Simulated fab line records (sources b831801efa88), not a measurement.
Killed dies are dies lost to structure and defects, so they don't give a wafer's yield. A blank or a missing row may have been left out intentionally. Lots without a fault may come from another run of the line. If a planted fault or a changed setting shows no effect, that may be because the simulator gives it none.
fab line records	flow sky130
record: lots: 5	wafers: 23
route steps=708 shown LDD_HVP@280 LDD_LDN@291 POLY_CUT@310 SD_P@326 RES_XHIGH@334 SD_N@348
start-h: start of the lot's first displayed wafer, in hours after the record's first day	wait-h: hours from the lot's prior step to this one	" unchanged from the row above	L1.1+2: a row that stands for several wafers	- no value, or no start was given	* or withheld: withheld	< > ~ a bound
route shown NAME@n: names a module that has steps shown in the file, with the first one's number in the route	usual: mean/standard deviation of fault-free wafers	same: alike in all rows	chamber/n: place in a boat	sites: the reading at each site	_std_site: the values' standard deviation	_edge_site: outer sites' mean less inner sites'	radius-mm: for every site, how far away it sits from the centre of the wafer	mask NAME#n: copy n	behind: the last tool/chamber to shape the wafer	hold: why the lot went on hold/how many hours it stayed there/how the hold came to an end	device: whichever transistor did not switch (one of n, p or np)	end of line: the tests these same wafers got at the end of their route	a step without rows: its recipe alone	killed: dies that structure and defects cost at the first sort, which is not the same as the wafer's yield	map: a wafer's dies, x killed, . not, _ none there
set.NAME: the setting that was run; set.NAME@STEP: the one run at that earlier step	model.NAME: the simulator's own value behind a step, which no gauge read
lots whose settings were changed on purpose; a table a step, a row a wafer
== steps ==
step: SKY_LDD_HVP_COAT_02
recipe: resist: NOVOLAK	spin-rpm: 3000	resist-thk-nm: 300
lot.wafer	tool	chamber	start-h	wait-h	set.resist-thk-nm	model.NOVOLAK_of_LDD_HVP_COAT_02.thk-nm
L074.2	litho-track-01	0	473.96	0.1	300	300.4
L074.3	"	0	"	"	300	300.5
L074.4	"	0	"	"	300	300.6
L075.1	litho-track-04	0	484.89	0.1	300	300.1
L075.2	"	0	"	"	305.2	306.4
L075.3	"	0	"	"	300	300.5
L075.5+6	"	0	"	"	305.2	306.2
L080.1	litho-track-04	0	535.74	0.1	300	300
L080.2	"	0	"	"	300	299.7
L080.3	"	0	"	"	315.2	315.6
L080.4+5	"	0	"	"	315.2	315.4
L083.1	litho-track-01	0	559.29	0.1	314.5	315.6
L083.2	"	0	"	"	314.5	315.3
L083.3	"	0	"	"	300	300.2
L083.5	"	0	"	"	300	301.1
L083.6	"	0	"	"	314.5	315.7
L085.1	litho-track-03	0	580.98	0.1	300	298.4
L085.2	"	0	"	"	300	298.3
L085.3	"	0	"	"	300	297.8
L085.4	"	0	"	"	300	297.7
L085.6	"	0	"	"	300	298.1
step: SKY_LDD_HVP_SOFTBAKE_03
recipe: temp-c: 90	time-s: 60	resist: NOVOLAK
step: SKY_LDD_HVP_EXPOSE_04
recipe: mask-id: HVPTM	na: 0.6	source-shape: conventional	sigma-outer: 0.6	polarization: unpolarized	target-cd-nm: 700	dose-mj: 86
step: SKY_LDD_HVP_IMPLANT_08
recipe: species: B	energy-kev: 20	dose-cm2: 1.7e+13	tilt-deg: 17.9
step: SKY_LDD_HVP_STRIP_09
recipe: chemistry: O2/N2	power-w: 1400	pressure-mtorr: 1500	platen-temp-c: withheld	o2-flow-sccm: 3000	n2-flow-sccm: 300	overash-fraction: 0.5
usual: strip-time-to-endpoint-s: 4.138/0.016
lot.wafer	tool	chamber	start-h	wait-h	set.resist-thk-nm@LDD_HVP_COAT_02	strip-time-to-endpoint-s
L074.2	plasma-asher-03	1	489.92	0.1	300	4.132
L074.3	"	0	"	"	300	4.138
L074.4	"	1	"	"	300	4.142
L075.1	plasma-asher-03	1	500.33	0.1	300	4.132
L075.2	"	0	"	"	305.2	4.219
L075.3	"	0	"	"	300	4.151
L075.5	"	1	"	"	305.2	4.206
L075.6	"	0	"	"	305.2	4.213
L080.1	plasma-asher-04	1	551.11	0.1	300	4.125
L080.2	"	0	"	"	300	4.129
L080.3	"	0	"	"	315.2	4.341
L080.4	"	1	"	"	315.2	4.323
L080.5	"	1	"	"	315.2	4.344
L083.1	plasma-asher-03	0	574.56	0.1	314.5	4.361
L083.2	"	1	"	"	314.5	4.327
L083.3	"	0	"	"	300	4.138
L083.5	"	1	"	"	300	4.157
L083.6	"	0	"	"	314.5	4.319
L085.1	plasma-asher-04	0	595.67	0.1	300	4.113
L085.2	"	1	"	"	300	4.104
L085.3	"	1	"	"	300	4.098
L085.4	"	0	"	"	300	4.101
L085.6	"	1	"	"	300	4.109
step: SKY_LDD_LDN_COAT_02
recipe: resist: NOVOLAK	spin-rpm: 3000	resist-thk-nm: 1140
lot.wafer	tool	chamber	start-h	wait-h	set.resist-thk-nm	model.NOVOLAK_of_LDD_LDN_COAT_02.thk-nm
L074.2	litho-track-04	0	504.72	0.1	1140	1139
L074.3+4	"	0	"	"	1140	1140
L075.1+6	litho-track-02	0	515.91	0.1	1173	1171
L075.2+5	"	0	"	"	1140	1137
L075.3	"	0	"	"	1173	1170
L080.1	litho-track-04	0	566.34	0.1	1140	1137
L080.2	"	0	"	"	1207	1204
L080.3	"	0	"	"	1207	1208
L080.4	"	0	"	"	1207	1205
L080.5	"	0	"	"	1140	1139
L083.1+6	litho-track-04	0	588.44	0.1	1140	1144
L083.2	"	0	"	"	1140	1138
L083.3+5	"	0	"	"	1140	1139
L085.1	litho-track-04	0	610.49	0.1	1140	1148
L085.2	"	0	"	"	1179	1184
L085.3	"	0	"	"	1140	1149
L085.4	"	0	"	"	1179	1185
L085.6	"	0	"	"	1140	1143
step: SKY_LDD_LDN_SOFTBAKE_03
recipe: temp-c: 90	time-s: 57.08	resist: NOVOLAK
step: SKY_LDD_LDN_EXPOSE_04
recipe: mask-id: LDNTM	na: 0.6	source-shape: conventional	sigma-outer: 0.6	polarization: unpolarized	target-cd-nm: 700	dose-mj: 140
step: SKY_LDD_LDN_PEB_05
recipe: temp-c: withheld	time-s: *	resist: NOVOLAK
step: SKY_LDD_LDN_DEVELOP_06
recipe: resist: NOVOLAK	developer: TMAH	develop-time-s: 60	dev-temp-c: 23
lot.wafer	tool	chamber	start-h	wait-h	set.resist-thk-nm@LDD_LDN_COAT_02	model.NOVOLAK_of_LDD_LDN_COAT_02.thk-nm
L074.2	litho-track-04	0	519.77	0.1	1140	1140
L074.3+4	"	0	"	"	1140	1141
L075.1+3	litho-track-03	0	530.88	0.1	1173	1171
L075.2	"	0	"	"	1140	1138
L075.5	"	0	"	"	1140	1137
L075.6	"	0	"	"	1173	1172
L080.1	litho-track-04	0	581.34	0.1	1140	1138
L080.2+4	"	0	"	"	1207	1205
L080.3	"	0	"	"	1207	1208
L080.5	"	0	"	"	1140	1139
L083.1+6	litho-track-02	0	603.21	0.1	1140	1145
L083.2	"	0	"	"	1140	1139
L083.3+5	"	0	"	"	1140	1140
L085.1	litho-track-04	0	624.59	0.1	1140	1148
L085.2+4	"	0	"	"	1179	1185
L085.3	"	0	"	"	1140	1149
L085.6	"	0	"	"	1140	1144
step: SKY_LDD_LDN_IMPLANT_08
recipe: species: As	energy-kev: 15	dose-cm2: 1.25e+13	tilt-deg: withheld	rotation-deg: 23
lot.wafer	tool	chamber	start-h	wait-h	set.energy-kev	model.implant.drp-nm
L074.2+3+4	implanter-02	0	519.95	0.0	15	5.933
L075.1+2+3+5+6	implanter-02	0	531.06	0.0	15	5.933
L080.1+3	implanter-02	0	581.53	0.0	14.12	5.69
L080.2+4+5	"	0	"	"	15	5.933
L083.1+5+6	implanter-01	0	603.39	0.0	15	5.933
L083.2+3	"	0	"	"	14.46	5.785
L085.1+3	implanter-01	0	624.78	0.0	14.32	5.746
L085.2+4+6	"	0	"	"	15	5.933
step: SKY_LDD_LDN_IMPLANT_09
recipe: species: As	energy-kev: 15	dose-cm2: 1.25e+13	tilt-deg: withheld	rotation-deg: 113
step: SKY_LDD_LDN_IMPLANT_10
recipe: species: As	energy-kev: 15	dose-cm2: 1.25e+13	tilt-deg: withheld	rotation-deg: 203
step: SKY_LDD_LDN_IMPLANT_11
recipe: species: As	energy-kev: 15	dose-cm2: 1.25e+13	tilt-deg: withheld	rotation-deg: 293
step: SKY_LDD_LDN_STRIP_12
recipe: chemistry: O2/N2	power-w: 1400	pressure-mtorr: 1500	platen-temp-c: withheld	o2-flow-sccm: 3000	n2-flow-sccm: 300	overash-fraction: 0.5
usual: strip-time-to-endpoint-s: 14.18/0.05
lot.wafer	tool	chamber	start-h	wait-h	set.resist-thk-nm@LDD_LDN_COAT_02	strip-time-to-endpoint-s
L074.2	plasma-asher-04	1	520.53	0.1	1140	14.17
L074.3	"	1	"	"	1140	14.19
L074.4	"	0	"	"	1140	14.21
L075.1	plasma-asher-04	0	531.66	0.1	1173	14.53
L075.2	"	1	"	"	1140	14.17
L075.3	"	0	"	"	1173	14.50
L075.5	"	0	"	"	1140	14.13
L075.6	"	1	"	"	1173	14.49
L080.1	plasma-asher-04	0	582.13	0.1	1140	14.14
L080.2	"	1	"	"	1207	14.90
L080.3	"	0	"	"	1207	14.95
L080.4	"	1	"	"	1207	14.90
L080.5	"	0	"	"	1140	14.19
L083.1	plasma-asher-03	1	603.99	0.1	1140	14.23
L083.2	"	0	"	"	1140	14.17
L083.3	"	0	"	"	1140	14.18
L083.5	"	1	"	"	1140	14.18
L083.6	"	0	"	"	1140	14.22
L085.1	plasma-asher-04	0	625.38	0.1	1140	14.29
L085.2	"	1	"	"	1179	14.68
L085.3	"	0	"	"	1140	14.28
L085.4	"	1	"	"	1179	14.69
L085.6	"	1	"	"	1140	14.23
step: SKY_POLY_CUT_COAT_03
recipe: resist: KrF-thick	spin-rpm: 3000	resist-thk-nm: 450
lot.wafer	tool	chamber	start-h	wait-h	set.spin-rpm	model.KrF-thick_of_POLY_CUT_COAT_03.thk-nm
L074.2	litho-track-04	0	-	-	3000	452.4
L074.3	"	0	"	"	3000	451.1
L074.4	"	0	"	"	3000	451
L075.1	litho-track-01	0	-	-	2839	463.5
L075.2	"	0	"	"	3000	451.3
L075.3	"	0	"	"	3000	451.6
L075.5	"	0	"	"	2839	462.6
L075.6	"	0	"	"	3000	450.9
L080.1	litho-track-02	0	-	-	3174	438.1
L080.2	"	0	"	"	3174	439.4
L080.3	"	0	"	"	3000	450.7
L080.4	"	0	"	"	3000	450.8
L080.5	"	0	"	"	3174	437.9
L083.1+3	litho-track-04	0	-	-	3000	450.7
L083.2	"	0	"	"	3000	448.1
L083.5	"	0	"	"	3000	450.5
L083.6	"	0	"	"	3000	449.5
L085.1	litho-track-04	0	-	-	3000	451.3
L085.2+3	"	0	"	"	3000	451.8
L085.4	"	0	"	"	3000	451.7
L085.6	"	0	"	"	3000	450.2
step: SKY_POLY_CUT_ETCH_10
recipe: chemistry: N2/H2	target: BARC	ion-energy-ev: 200	source-w: 500	bias-w: 100	pressure-mtorr: 30	n2-flow-sccm: 100	h2-flow-sccm: 200	stop-on: SiO2	time-s: 45.9	target-depth-a: 600
usual: oes-product-au: 0.856/0.0052
lot.wafer	tool	chamber	start-h	wait-h	set.time-s	set.spin-rpm@POLY_CUT_COAT_03	oes-product-au	model.KrF-thick_of_POLY_CUT_COAT_03.thk-nm
L074.2	rie-diel-02	2	552.86	0.0	45.9	3000	0.857	411.1
L074.3	"	1	"	"	45.9	3000	0.858	409.4
L074.4	"	0	"	"	45.9	3000	0.851	409.7
L075.1	rie-diel-03	1	563.29	0.0	50.54	2839	0.844	419.2
L075.2	"	3	"	"	50.54	3000	0.829	406.7
L075.3	"	2	"	"	50.54	3000	0.833	407.2
L075.5	"	2	"	"	45.9	2839	0.850	420.9
L075.6	"	3	"	"	45.9	3000	0.852	409.1
L080.1	rie-diel-01	3	613.50	0.0	45.9	3174	0.858	396
L080.2	"	0	"	"	45.9	3174	0.859	397.1
L080.3	"	1	"	"	45.9	3000	0.856	408.7
L080.4	"	2	"	"	39.96	3000	0.925	412.3
L080.5	"	0	"	"	39.96	3174	0.919	399.2
L083.1	rie-diel-01	1	639.34	0.0	45.9	3000	0.858	408.2
L083.2	"	0	"	"	45.9	3000	0.850	405.3
L083.3	"	3	"	"	45.9	3000	0.853	408.4
L083.5	"	0	"	"	45.9	3000	0.857	407.6
L083.6	"	3	"	"	45.9	3000	0.853	407.2
L085.1	rie-diel-02	2	654.66	0.0	45.9	3000	0.855	409.7
L085.2	"	3	"	"	49.12	3000	0.839	408.5
L085.3	"	1	"	"	49.12	3000	0.844	407.8
L085.4	"	0	"	"	45.9	3000	0.865	409.9
L085.6	"	1	"	"	45.9	3000	0.863	408.4
step: SKY_POLY_CUT_ETCH_11
recipe: target: Si3N4	chemistry: CF4/CH2F2/Ar	stop-on: poly-Si	source-w: 600	bias-w: 150	pressure-mtorr: 40	cf4-flow-sccm: 40	ch2f2-flow-sccm: 20	Ar_flow_sccm: 150	time-s: 42.5	target-depth-a: 600
step: SKY_POLY_CUT_STRIP_12
recipe: chemistry: O2/N2	power-w: 1400	pressure-mtorr: 1500	platen-temp-c: withheld	o2-flow-sccm: 3000	n2-flow-sccm: 300	overash-fraction: 0.5
usual: strip-time-to-endpoint-s: 5.364/0.017
lot.wafer	tool	chamber	start-h	wait-h	set.spin-rpm@POLY_CUT_COAT_03	strip-time-to-endpoint-s
L074.2	plasma-asher-02	0	552.95	0.0	3000	5.379
L074.3	"	0	"	"	3000	5.364
L074.4	"	1	"	"	3000	5.382
L075.1	plasma-asher-03	0	563.37	0.0	2839	5.475
L075.2	"	1	"	"	3000	5.354
L075.3	"	1	"	"	3000	5.351
L075.5	"	0	"	"	2839	5.473
L075.6	"	1	"	"	3000	5.365
L080.1	plasma-asher-01	0	613.58	0.0	3174	5.244
L080.2	"	1	"	"	3174	5.253
L080.3	"	0	"	"	3000	5.346
L080.4	"	1	"	"	3000	5.394
L080.5	"	0	"	"	3174	5.279
L083.1	plasma-asher-01	0	639.42	0.0	3000	5.370
L083.2	"	1	"	"	3000	5.326
L083.3	"	1	"	"	3000	5.363
L083.5	"	1	"	"	3000	5.354
L083.6	"	0	"	"	3000	5.354
L085.1	plasma-asher-02	0	654.75	0.0	3000	5.362
L085.2	"	1	"	"	3000	5.367
L085.3	"	0	"	"	3000	5.345
L085.4	"	1	"	"	3000	5.386
L085.6	"	1	"	"	3000	5.348
step: SKY_SD_P_DEVELOP_06
recipe: resist: NOVOLAK	developer: TMAH	develop-time-s: 60	dev-temp-c: 23
lot.wafer	tool	chamber	start-h	wait-h	set.dev-temp-c
L074.2+3+4	litho-track-01	0	582.06	0.1	23
L075.1+3	litho-track-03	0	592.53	0.1	25.91
L075.2+5+6	"	0	"	"	23
L080.1+2+3+4+5	litho-track-02	0	641.41	0.1	23
L083.1+2+3+5+6	litho-track-03	0	667.98	0.1	23
L085.1+4	litho-track-01	0	683.39	0.1	23
L085.2+3+6	"	0	"	"	26.13
step: SKY_SD_P_CD_MEAS_07
recipe: target-cd-nm: 380
usual: cd-nm: 379.7/2.2
lot.wafer	tool	chamber	start-h	wait-h	set.dev-temp-c@SD_P_DEVELOP_06	cd-nm
L074.2	cd-sem-01	-	582.20	0.1	23	379.9
L074.3	"	-	"	"	23	382.4
L074.4	"	-	"	"	23	381.1
L075.1	cd-sem-02	-	592.68	0.1	25.91	372.4
L075.2	"	-	"	"	23	382.2
L075.3	"	-	"	"	25.91	371.6
L075.5	"	-	"	"	23	382.7
L075.6	"	-	"	"	23	383.6
L080.1	cd-sem-01	-	641.56	0.1	23	376.9
L080.2	"	-	"	"	23	380.5
L080.3	"	-	"	"	23	377.1
L080.4	"	-	"	"	23	380.5
L080.5	"	-	"	"	23	377.8
L083.1	cd-sem-02	-	668.13	0.1	23	380.7
L083.2	"	-	"	"	23	378.9
L083.3	"	-	"	"	23	382.8
L083.5	"	-	"	"	23	380.8
L083.6	"	-	"	"	23	379.9
L085.1	cd-sem-01	-	683.54	0.1	23	378.0
L085.2	"	-	"	"	26.13	369.2
L085.3	"	-	"	"	26.13	368.3
L085.4	"	-	"	"	23	380.5
L085.6	"	-	"	"	26.13	368.6
step: SKY_RES_XHIGH_COAT_02
recipe: resist: NOVOLAK	spin-rpm: 3000	resist-thk-nm: 1140
lot.wafer	tool	chamber	start-h	wait-h	set.spin-rpm	model.NOVOLAK_of_RES_XHIGH_COAT_02.thk-nm
L074.2	litho-track-01	0	596.76	0.1	3000	1147
L074.3	"	0	"	"	3000	1143
L074.4	"	0	"	"	3000	1145
L075.1	litho-track-01	0	607.63	0.1	3000	1142
L075.2	"	0	"	"	3000	1140
L075.3+5	"	0	"	"	3000	1138
L075.6	"	0	"	"	3000	1139
L080.1	litho-track-03	0	655.28	0.1	2917	1154
L080.2	"	0	"	"	3000	1139
L080.3	"	0	"	"	3000	1138
L080.4	"	0	"	"	3000	1140
L080.5	"	0	"	"	2917	1156
L083.1	litho-track-01	0	681.74	0.1	3144	1119
L083.2	"	0	"	"	3144	1117
L083.3	"	0	"	"	3144	1120
L083.5	"	0	"	"	3000	1140
L083.6	"	0	"	"	3000	1139
L085.1	litho-track-04	0	697.74	0.1	3000	1145
L085.2	"	0	"	"	2808	1178
L085.3+4	"	0	"	"	3000	1146
L085.6	"	0	"	"	2808	1182
step: SKY_RES_XHIGH_SOFTBAKE_03
recipe: temp-c: 90	time-s: 60	resist: NOVOLAK
step: SKY_RES_XHIGH_EXPOSE_04
recipe: mask-id: URPM	na: 0.6	source-shape: conventional	sigma-outer: 0.6	polarization: unpolarized	target-cd-nm: 1270	dose-mj: 140
step: SKY_RES_XHIGH_DEVELOP_06
recipe: resist: NOVOLAK	developer: TMAH	develop-time-s: 60	dev-temp-c: 23
step: SKY_RES_XHIGH_IMPLANT_07
recipe: species: BF2	energy-kev: 20	dose-cm2: 3.6e+14	tilt-deg: 0
step: SKY_RES_XHIGH_STRIP_08
recipe: chemistry: O2/N2	power-w: 1400	pressure-mtorr: 1500	platen-temp-c: withheld	o2-flow-sccm: 3000	n2-flow-sccm: 300	overash-fraction: 0.5
usual: strip-time-to-endpoint-s: 14.30/0.045
lot.wafer	tool	chamber	start-h	wait-h	set.spin-rpm@RES_XHIGH_COAT_02	strip-time-to-endpoint-s
L074.2	plasma-asher-01	1	611.59	0.1	3000	14.35
L074.3	"	0	"	"	3000	14.32
L074.4	"	1	"	"	3000	14.34
L075.1	plasma-asher-04	1	621.83	0.1	3000	14.27
L075.2	"	0	"	"	3000	14.28
L075.3	"	1	"	"	3000	14.24
L075.5	"	0	"	"	3000	14.24
L075.6	"	1	"	"	3000	14.25
L080.1	plasma-asher-03	0	670.48	0.1	2917	14.40
L080.2	"	1	"	"	3000	14.25
L080.3	"	1	"	"	3000	14.26
L080.4	"	0	"	"	3000	14.28
L080.5	"	1	"	"	2917	14.43
L083.1	plasma-asher-01	0	695.39	0.1	3144	14.01
L083.2	"	1	"	"	3144	14.00
L083.3	"	1	"	"	3144	14.02
L083.5	"	0	"	"	3000	14.25
L083.6	"	1	"	"	3000	14.24
L085.1	plasma-asher-03	1	711.68	0.1	3000	14.34
L085.2	"	0	"	"	2808	14.68
L085.3	"	1	"	"	3000	14.33
L085.4	"	0	"	"	3000	14.34
L085.6	"	1	"	"	2808	14.73
step: SKY_SD_N_DEVELOP_06
recipe: resist: NOVOLAK	developer: TMAH	develop-time-s: 60	dev-temp-c: 23
lot.wafer	tool	chamber	start-h	wait-h	set.develop-time-s
L074.2+3+4	litho-track-02	0	640.23	0.1	60
L075.1+2+3+5+6	litho-track-02	0	650.46	0.1	60
L080.1+2+3+4+5	litho-track-04	0	698.19	0.1	60
L083.1+6	litho-track-03	0	722.78	0.1	60
L083.2+3+5	"	0	"	"	67.03
L085.1+3+6	litho-track-02	0	739.41	0.1	66.03
L085.2+4	"	0	"	"	60
step: SKY_SD_N_CD_MEAS_07
recipe: target-cd-nm: 380
usual: cd-nm: 379.0/2.3
lot.wafer	tool	chamber	start-h	wait-h	set.develop-time-s@SD_N_DEVELOP_06	cd-nm
L074.2	cd-sem-02	-	640.38	0.1	60	379.5
L074.3	"	-	"	"	60	378.1
L074.4	"	-	"	"	60	383.5
L075.1	cd-sem-01	-	650.61	0.1	60	374.8
L075.2	"	-	"	"	60	375.2
L075.3	"	-	"	"	60	377.5
L075.5	"	-	"	"	60	375.3
L075.6	"	-	"	"	60	375.0
L080.1	cd-sem-02	-	698.34	0.1	60	378.5
L080.2	"	-	"	"	60	379.9
L080.3	"	-	"	"	60	379.2
L080.4	"	-	"	"	60	379.9
L080.5	"	-	"	"	60	380.1
L083.1	cd-sem-01	-	722.93	0.1	60	380.6
L083.2	"	-	"	"	67.03	391.5
L083.3	"	-	"	"	67.03	390.5
L083.5	"	-	"	"	67.03	388.7
L083.6	"	-	"	"	60	379.4
L085.1	cd-sem-01	-	739.56	0.1	66.03	391.1
L085.2	"	-	"	"	60	379.9
L085.3	"	-	"	"	66.03	390.1
L085.4	"	-	"	"	60	383.4
L085.6	"	-	"	"	66.03	391.4
== key ==
split: step: SKY_LDD_HVP_COAT_02	setting: resist-thk-nm	stated: 300	by: wafer
response: step: SKY_LDD_HVP_COAT_02	reading: model.NOVOLAK_of_LDD_HVP_COAT_02.thk-nm	change: +3.1	per: 1%	r: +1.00
response: step: SKY_LDD_HVP_STRIP_09	reading: strip-time-to-endpoint-s	change: *	per: 1%	r: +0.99
split: step: SKY_LDD_LDN_COAT_02	setting: resist-thk-nm	stated: 1140	by: wafer
response: step: SKY_LDD_LDN_COAT_02	reading: model.NOVOLAK_of_LDD_LDN_COAT_02.thk-nm	change: +11.4	per: 1%	r: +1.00
response: step: SKY_LDD_LDN_DEVELOP_06	reading: model.NOVOLAK_of_LDD_LDN_COAT_02.thk-nm	change: +11.5	per: 1%	r: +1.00
response: step: SKY_LDD_LDN_STRIP_12	reading: strip-time-to-endpoint-s	change: *	per: 1%	r: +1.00
split: step: SKY_LDD_LDN_IMPLANT_08	setting: energy-kev	stated: 15	by: wafer
response: step: SKY_LDD_LDN_IMPLANT_08	reading: model.implant.drp-nm	change: +0.0413	per: 1%	r: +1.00
split: step: SKY_POLY_CUT_COAT_03	setting: spin-rpm	stated: 3000	by: wafer
response: step: SKY_POLY_CUT_COAT_03	reading: model.KrF-thick_of_POLY_CUT_COAT_03.thk-nm	change: -2.15	per: 1%	r: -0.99
response: step: SKY_POLY_CUT_ETCH_10	reading: model.KrF-thick_of_POLY_CUT_COAT_03.thk-nm	change: -2.28	per: 1%	r: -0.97
response: step: SKY_POLY_CUT_STRIP_12	reading: strip-time-to-endpoint-s	change: *	per: 1%	r: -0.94
split: step: SKY_POLY_CUT_ETCH_10	setting: time-s	stated: 45.9	by: wafer
response: step: SKY_POLY_CUT_ETCH_10	reading: oes-product-au	change: -0.00355	per: 1%	r: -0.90
split: step: SKY_SD_P_DEVELOP_06	setting: dev-temp-c	stated: 23	by: wafer
response: step: SKY_SD_P_CD_MEAS_07	reading: cd-nm	change: -0.812	per: 1%	r: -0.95
split: step: SKY_RES_XHIGH_COAT_02	setting: spin-rpm	stated: 3000	by: wafer
response: step: SKY_RES_XHIGH_COAT_02	reading: model.NOVOLAK_of_RES_XHIGH_COAT_02.thk-nm	change: -5.06	per: 1%	r: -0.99
response: step: SKY_RES_XHIGH_STRIP_08	reading: strip-time-to-endpoint-s	change: *	per: 1%	r: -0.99
split: step: SKY_SD_N_DEVELOP_06	setting: develop-time-s	stated: 60	by: wafer
response: step: SKY_SD_N_CD_MEAS_07	reading: cd-nm	change: +0.893	per: 1%	r: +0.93
